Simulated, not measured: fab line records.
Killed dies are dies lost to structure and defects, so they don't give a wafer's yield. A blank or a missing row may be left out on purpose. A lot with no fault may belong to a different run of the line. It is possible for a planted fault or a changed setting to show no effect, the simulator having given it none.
fab line records ; flow sky130
[record] lots = 14; wafers = 42; last-day = 50
route steps=708 shown LOCAL_INTERCONNECT@398 CONTACT@416 PAD_OPEN@708
lots that met no fault: taken from a fault-free run of the same line
start-h: start of the lot's first displayed wafer, in hours after the record's first day ; wait-h: how many hours have passed since the lot's step before this one ; " as in the row above ; L1.1+2: one row covering several wafers at once ; - either no value or no given start ; * or withheld: withheld ; < > ~ a bound
route shown NAME@n: names a module that has steps shown in the file, with the first one's number in the route ; usual: average and standard deviation across the fault-free wafers ; same: alike in all rows ; chamber/n: place in a boat ; sites: each site's reading ; _std_site: standard deviation of those values ; _edge_site: outer sites' mean less inner sites' ; radius-mm: for every site, how far away it sits from the centre of the wafer ; mask NAME#n: copy n ; behind: the tool/chamber that last shaped the wafer ; hold: the reason the lot was held/the length of the hold in hours/how it ended ; device: whichever transistor did not switch (one of n, p or np) ; end of line: the route-end tests of the same wafers ; a step with no rows: only its recipe ; killed: dies that structure and defects cost at the first sort, which is not the same as the wafer's yield ; map: dies across one wafer; x = killed, . = not, _ = none there
set.NAME: the run value of the setting; set.NAME@STEP: its run value at that earlier step ; model.NAME: the simulator's own value behind a step, which no gauge read
the route's steps for a sample of lots (tables are steps, rows are wafers)
[[steps]]
[step SKY_LOCAL_INTERCONNECT_CD_MEAS_11]
[recipe] target-cd-nm = 170
[usual] cd-nm = 170.2/1.3
lot.wafer;tool;chamber;start-h;wait-h;cd-nm
L450.1;cd-sem-01;-;713.91;-;169.6
L450.5;cd-sem-01;-;713.91;-;170.1
L450.6;cd-sem-01;-;713.91;-;169.3
L452.4;cd-sem-01;-;731.25;-;169.4
L452.5;cd-sem-01;-;731.25;-;170.9
L452.6;cd-sem-01;-;731.25;-;170.6
L453.1;cd-sem-01;-;739.69;-;170.9
L453.2;cd-sem-01;-;739.69;-;168.8
L453.3;cd-sem-01;-;739.69;-;170.3
L454.4;cd-sem-01;-;746.10;-;172.3
L454.5;cd-sem-01;-;746.10;-;172.6
L454.6;cd-sem-01;-;746.10;-;172.7
L455.1;cd-sem-01;-;748.44;-;167.8
L455.3;cd-sem-01;-;748.44;-;169.5
L455.6;cd-sem-01;-;748.44;-;170.3
L456.3;cd-sem-01;-;757.70;-;169.4
L456.4;cd-sem-01;-;757.70;-;169.0
L456.5;cd-sem-01;-;757.70;-;169.5
L458.1;cd-sem-02;-;776.69;-;169.6
L458.2;cd-sem-02;-;776.69;-;168.8
L458.3;cd-sem-02;-;776.69;-;169.9
L459.4;cd-sem-02;-;785.30;-;171.7
L459.5;cd-sem-02;-;785.30;-;171.3
L459.6;cd-sem-02;-;785.30;-;171.5
L460.3;cd-sem-02;-;795.23;-;168.3
L460.4;cd-sem-02;-;795.23;-;168.3
L460.6;cd-sem-02;-;795.23;-;168.5
L461.3;cd-sem-01;-;802.58;-;171.4
L461.5;cd-sem-01;-;802.58;-;170.8
L461.6;cd-sem-01;-;802.58;-;171.0
L462.3;cd-sem-01;-;808.53;-;169.6
L462.5;cd-sem-01;-;808.53;-;168.3
L462.6;cd-sem-01;-;808.53;-;169.6
L470.3;cd-sem-02;-;863.50;-;169.7
L470.5;cd-sem-02;-;863.50;-;172.7
L470.6;cd-sem-02;-;863.50;-;170.9
L472.2;cd-sem-01;-;874.91;-;170.6
L472.4;cd-sem-01;-;874.91;-;170.7
L472.6;cd-sem-01;-;874.91;-;170.7
L471.2;cd-sem-01;-;881.72;-;170.6
L471.4;cd-sem-01;-;881.72;-;171.0
L471.5;cd-sem-01;-;881.72;-;171.5
[step SKY_CONTACT_SOFTBAKE_10]
[recipe] temp-c = 100; time-s = 90; resist = KrF-thick
[usual] heater-power-total-W = 57.35/0.11; plate-temp-C = 99.99/0.13
lot.wafer;tool;chamber;start-h;wait-h;heater-power-total-W;plate-temp-C
L450.1;litho-track-03;0;728;-;57.43;99.89
L450.5;litho-track-03;0;728;-;57.42;99.87
L450.6;litho-track-03;0;728;-;57.30;99.79
L452.4;litho-track-01;0;746;-;57.15;100.07
L452.5;litho-track-01;0;746;-;57.47;100.10
L452.6;litho-track-01;0;747;-;57.45;100.13
L453.1;litho-track-01;0;755;-;57.31;100.08
L453.2;litho-track-01;0;755;-;57.20;100.04
L453.3;litho-track-01;0;755;-;57.44;100.17
L454.4;litho-track-03;0;760;-;57.61;99.90
L454.5;litho-track-03;0;760;-;57.32;100.06
L454.6;litho-track-03;0;760;-;57.50;100.03
L455.1;litho-track-01;0;763;-;57.18;100.04
L455.3;litho-track-01;0;763;-;57.18;100.03
L455.6;litho-track-01;0;763;-;57.47;99.82
L456.3;litho-track-01;0;773;-;57.27;99.90
L456.4;litho-track-01;0;773;-;57.39;99.99
L456.5;litho-track-01;0;773;-;57.40;99.95
L458.1;litho-track-03;0;790;-;57.44;100.08
L458.2;litho-track-03;0;790;-;57.23;99.93
L458.3;litho-track-03;0;790;-;57.31;99.98
L459.4;litho-track-01;0;800;-;57.58;99.79
L459.5;litho-track-01;0;800;-;57.38;100.05
L459.6;litho-track-01;0;800;-;57.49;99.92
L460.3;litho-track-01;0;809;-;57.35;99.98
L460.4;litho-track-01;0;809;-;57.42;99.85
L460.6;litho-track-01;0;809;-;57.54;100.06
L461.3;litho-track-03;0;817;-;57.44;100.01
L461.5;litho-track-03;0;817;-;57.52;100.08
L461.6;litho-track-03;0;817;-;57.26;100.19
L462.3;litho-track-01;0;823;-;57.29;100.16
L462.5;litho-track-01;0;823;-;57.33;100.16
L462.6;litho-track-01;0;823;-;57.22;100.23
L470.3;litho-track-01;0;878;-;56.15;98.50
L470.5;litho-track-01;0;878;-;56.18;98.64
L470.6;litho-track-01;0;878;-;56.39;98.62
L472.2;litho-track-02;0;889;-;57.50;99.88
L472.4;litho-track-02;0;889;-;57.24;99.91
L472.6;litho-track-02;0;889;-;57.34;100.21
L471.2;litho-track-01;0;895;-;56.13;98.64
L471.4;litho-track-01;0;895;-;56.19;98.72
L471.5;litho-track-01;0;895;-;56.32;98.54
[step SKY_CONTACT_CD_MEAS_14]
[recipe] target-cd-nm = 170
[usual] cd-nm = 169.7/1.3
lot.wafer;tool;chamber;start-h;wait-h;cd-nm
L450.1;cd-sem-02;-;742.09;-;171.6
L450.5;cd-sem-02;-;742.09;-;168.8
L450.6;cd-sem-02;-;742.09;-;170.3
L452.4;cd-sem-01;-;759.47;-;171.4
L452.5;cd-sem-01;-;759.47;-;171.0
L452.6;cd-sem-01;-;759.47;-;171.9
L453.1;cd-sem-01;-;768.83;-;169.5
L453.2;cd-sem-01;-;768.83;-;167.6
L453.3;cd-sem-01;-;768.83;-;169.5
L454.4;cd-sem-01;-;774.34;-;168.6
L454.5;cd-sem-01;-;774.34;-;170.1
L454.6;cd-sem-01;-;774.34;-;169.0
L455.1;cd-sem-01;-;776.73;-;169.1
L455.3;cd-sem-01;-;776.73;-;169.8
L455.6;cd-sem-01;-;776.73;-;170.3
L456.3;cd-sem-02;-;785.95;-;168.5
L456.4;cd-sem-02;-;785.95;-;168.2
L456.5;cd-sem-02;-;785.95;-;168.8
L458.1;cd-sem-01;-;804.96;-;167.6
L458.2;cd-sem-01;-;804.96;-;167.7
L458.3;cd-sem-01;-;804.96;-;167.4
L459.4;cd-sem-01;-;812.95;-;168.8
L459.5;cd-sem-01;-;812.95;-;168.9
L459.6;cd-sem-01;-;812.95;-;169.1
L460.3;cd-sem-01;-;821.95;-;171.1
L460.4;cd-sem-01;-;821.95;-;169.5
L460.6;cd-sem-01;-;821.95;-;170.6
L461.3;cd-sem-01;-;829.70;-;170.0
L461.5;cd-sem-01;-;829.70;-;169.8
L461.6;cd-sem-01;-;829.70;-;168.7
L462.3;cd-sem-01;-;835.52;-;170.9
L462.5;cd-sem-01;-;835.52;-;171.7
L462.6;cd-sem-01;-;835.52;-;171.7
L470.3;cd-sem-01;-;890.67;-;167.4
L470.5;cd-sem-01;-;890.67;-;168.4
L470.6;cd-sem-01;-;890.67;-;168.5
L472.2;cd-sem-02;-;901.65;-;169.0
L472.4;cd-sem-02;-;901.65;-;168.8
L472.6;cd-sem-02;-;901.65;-;169.7
L471.2;cd-sem-01;-;908.55;-;166.5
L471.4;cd-sem-01;-;908.55;-;166.3
L471.5;cd-sem-01;-;908.55;-;168.2
[step SKY_CONTACT_OVL_MEAS_15]
[usual] CONTACT_OVL = 0/5.3
lot.wafer;tool;chamber;start-h;wait-h;CONTACT_OVL[nm]
L450.1;overlay-01;-;742.21;0.1;1
L450.5;overlay-01;-;742.21;0.1;-3
L450.6;overlay-01;-;742.21;0.1;-6
L452.4;overlay-02;-;759.55;0.1;-7
L452.5;overlay-02;-;759.55;0.1;-16
L452.6;overlay-02;-;759.55;0.1;-6
L453.1;overlay-01;-;768.95;0.1;3
L453.2;overlay-01;-;768.95;0.1;6
L453.3;overlay-01;-;768.95;0.1;4
L454.4;overlay-02;-;774.42;0.1;0
L454.5;overlay-02;-;774.42;0.1;0
L454.6;overlay-02;-;774.42;0.1;-2
L455.1;overlay-02;-;776.85;0.1;-4
L455.3;overlay-02;-;776.85;0.1;-5
L455.6;overlay-02;-;776.85;0.1;0
L456.3;overlay-02;-;786.04;0.1;2
L456.4;overlay-02;-;786.04;0.1;-4
L456.5;overlay-02;-;786.04;0.1;3
L458.1;overlay-02;-;805.08;0.1;0
L458.2;overlay-02;-;805.08;0.1;-5
L458.3;overlay-02;-;805.08;0.1;-8
L459.4;overlay-01;-;813.03;0.1;5
L459.5;overlay-01;-;813.03;0.1;-1
L459.6;overlay-01;-;813.03;0.1;2
L460.3;overlay-01;-;822.04;0.1;5
L460.4;overlay-01;-;822.04;0.1;3
L460.6;overlay-01;-;822.04;0.1;1
L461.3;overlay-01;-;829.79;0.1;-6
L461.5;overlay-01;-;829.79;0.1;-3
L461.6;overlay-01;-;829.79;0.1;-5
L462.3;overlay-01;-;835.61;0.1;-5
L462.5;overlay-01;-;835.61;0.1;-3
L462.6;overlay-01;-;835.61;0.1;4
L470.3;overlay-01;-;890.76;0.1;5
L470.5;overlay-01;-;890.76;0.1;4
L470.6;overlay-01;-;890.76;0.1;9
L472.2;overlay-02;-;901.76;0.1;-1
L472.4;overlay-02;-;901.76;0.1;4
L472.6;overlay-02;-;901.76;0.1;13
L471.2;overlay-01;-;908.66;0.1;-4
L471.4;overlay-01;-;908.66;0.1;-4
L471.5;overlay-01;-;908.66;0.1;-3
[step SKY_PAD_OPEN_PROBE_99]
[usual] killed_at_M0_to_M3 = 44/6.3; killed_at_M4_up = 3.1/2; killed-at-contacts = 24/4.8; killed-at-front-end = 15/4.6; killed-at-other = 0.2/0.51; killed-dies = 87/8.4; killed-open = 48/6.4; killed-short = 39/5.9
[same] gross-dies = 492; killed-at-back-side = 0
lot.wafer;tool;chamber;start-h;wait-h;killed_at_M0_to_M3;killed_at_M4_up;killed-at-contacts;killed-at-front-end;killed-at-other;killed-dies;killed-open;killed-short
L453.1;prober-02;-;1099.95;0.1;31;5;23;15;1;75;37;38
L453.2;prober-02;-;1100.00;0.1;28;4;29;18;0;79;37;42
L453.3;prober-02;-;1100.05;0.2;38;2;31;18;0;89;56;33
L454.4;prober-01;-;1102.66;0.2;31;3;24;9;2;69;42;27
L454.5;prober-01;-;1102.71;0.2;42;5;27;17;0;91;52;39
L454.6;prober-01;-;1102.76;0.2;36;4;20;11;1;72;38;34
L456.3;prober-01;-;1113.08;0.2;42;9;29;21;0;101;52;49
L456.4;prober-01;-;1113.13;0.2;40;3;30;12;0;85;41;44
L456.5;prober-01;-;1113.18;0.2;44;7;26;11;0;88;48;40
L458.1;prober-01;-;1128.50;0.1;39;4;26;11;0;80;43;37
L458.2;prober-01;-;1128.55;0.1;40;7;26;14;0;87;38;49
L458.3;prober-01;-;1128.60;0.2;38;2;23;17;0;80;44;36
// killed by level:class
L453.1 CONTACT:geometric-particle:open=11 METAL2:geometric-particle:short=7 VIA3:geometric-particle:open=7 FIELD_ISO:geometric-particle:short=6 CONTACT:geometric-particle:short=5 POLY_GATE:geometric-particle:open=4 VIA2:geometric-particle:short=4 LOCAL_INTERCONNECT:geometric-particle:short=4
L453.2 LI_CONTACT:geometric-particle:open=8 CONTACT:geometric-particle:open=7 FIELD_ISO:geometric-particle:short=6 LOCAL_INTERCONNECT:geometric-particle:short=6 VIA2:geometric-particle:open=6 LI_CONTACT:geometric-particle:short=4 METAL1:geometric-particle:short=4 METAL4:geometric-particle:short=4
L453.3 CONTACT:geometric-particle:open=17 VIA1:geometric-particle:open=12 POLY_GATE:geometric-particle:open=5 LOCAL_INTERCONNECT:geometric-particle:short=5 VIA3:geometric-particle:open=5 FIELD_ISO:geometric-particle:short=4 FIELD_ISO:geometric-particle:open=4 LI_CONTACT:geometric-particle:open=4
L454.4 VIA1:geometric-particle:open=9 VIA3:geometric-particle:open=6 LI_CONTACT:geometric-particle:open=5 CONTACT:geometric-particle:short=5 LOCAL_INTERCONNECT:geometric-particle:short=5 CONTACT:geometric-particle:open=5 POLY_GATE:geometric-particle:open=4 LOCAL_INTERCONNECT:geometric-particle:open=4
L454.5 LI_CONTACT:geometric-particle:open=10 VIA3:geometric-particle:open=10 CONTACT:geometric-particle:open=9 FIELD_ISO:geometric-particle:open=7 VIA1:geometric-particle:short=6 METAL1:geometric-particle:short=6 VIA1:geometric-particle:open=5 VIA2:geometric-particle:short=4
L454.6 VIA1:geometric-particle:open=9 VIA3:geometric-particle:open=8 LI_CONTACT:geometric-particle:open=5 CONTACT:geometric-particle:short=5 CONTACT:geometric-particle:open=5 FIELD_ISO:geometric-particle:short=4 LOCAL_INTERCONNECT:geometric-particle:short=4 METAL2:geometric-particle:open=4
L456.3 CONTACT:geometric-particle:open=9 VIA1:geometric-particle:open=9 METAL1:geometric-particle:short=8 METAL2:geometric-particle:short=7 LI_CONTACT:geometric-particle:open=7 FIELD_ISO:geometric-particle:open=6 FIELD_ISO:geometric-particle:short=5 CONTACT:geometric-particle:short=5
L456.4 VIA1:geometric-particle:open=9 LOCAL_INTERCONNECT:geometric-particle:short=7 CONTACT:geometric-particle:short=7 CONTACT:geometric-particle:open=7 METAL2:geometric-particle:short=7 LI_CONTACT:geometric-particle:open=6 FIELD_ISO:geometric-particle:open=4 VIA1:geometric-particle:short=4
L456.5 VIA1:geometric-particle:open=13 CONTACT:geometric-particle:open=10 CONTACT:geometric-particle:short=7 METAL1:geometric-particle:short=6 METAL2:geometric-particle:short=5 POLY_GATE:geometric-particle:open=5 VIA2:geometric-particle:open=5 METAL1:geometric-particle:open=5
L458.1 CONTACT:geometric-particle:open=8 CONTACT:geometric-particle:short=7 VIA1:geometric-particle:open=6 METAL1:geometric-particle:short=6 VIA2:geometric-particle:open=6 VIA3:geometric-particle:open=6 LI_CONTACT:geometric-particle:open=5 FIELD_ISO:geometric-particle:open=4
L458.2 LI_CONTACT:geometric-particle:open=7 VIA1:geometric-particle:open=7 VIA3:geometric-particle:open=7 LI_CONTACT:geometric-particle:short=6 METAL1:geometric-particle:short=6 METAL4:geometric-particle:short=6 LOCAL_INTERCONNECT:geometric-particle:short=5 VIA1:geometric-particle:short=5
L458.3 VIA1:geometric-particle:open=11 LI_CONTACT:geometric-particle:open=10 FIELD_ISO:geometric-particle:short=5 CONTACT:geometric-particle:open=5 VIA2:geometric-particle:short=5 VIA2:geometric-particle:open=5 FIELD_ISO:geometric-particle:open=4 POLY_GATE:geometric-particle:open=4
[[key]]
[first-sign] step = SKY_CONTACT_SOFTBAKE_10; reading = plate-temp-C; direction = down; sigmas = 11; usual = *; struck = *
[effect] step = SKY_CONTACT_SOFTBAKE_10; reading = heater-power-total-W; direction = down; sigmas = 10; usual = *; struck = *
met-at SKY_CONTACT_SOFTBAKE_10
struck-lots L470,L471
tester-left-out L470,L471
[loop-trim] step = SKY_CONTACT_EXPOSE_11; setting = dose; lots = L471
not-acting-at SKY_LOCAL_INTERCONNECT_CD_MEAS_11,SKY_CONTACT_CD_MEAS_14,SKY_CONTACT_OVL_MEAS_15
onset-between 823 878
[fault] kind = process-parameter-drift; tool = litho-track-01; chamber = -; onset-h = 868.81; steps = SKY_CONTACT_SOFTBAKE_10; channel = temp-c; offset = *; shape = step; end-h = 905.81; acts-in = *; stated = *
// tester-left-out: of these lots the tester's yield and bins aren't shown, on N5 and GAA mostly nor the transistor test; their killed dies are dies lost to structure and defects alone, not to doping, threshold or leakage, so they don't give the yield
// loop-trim: a control loop set the setting to another value than it would have without faults
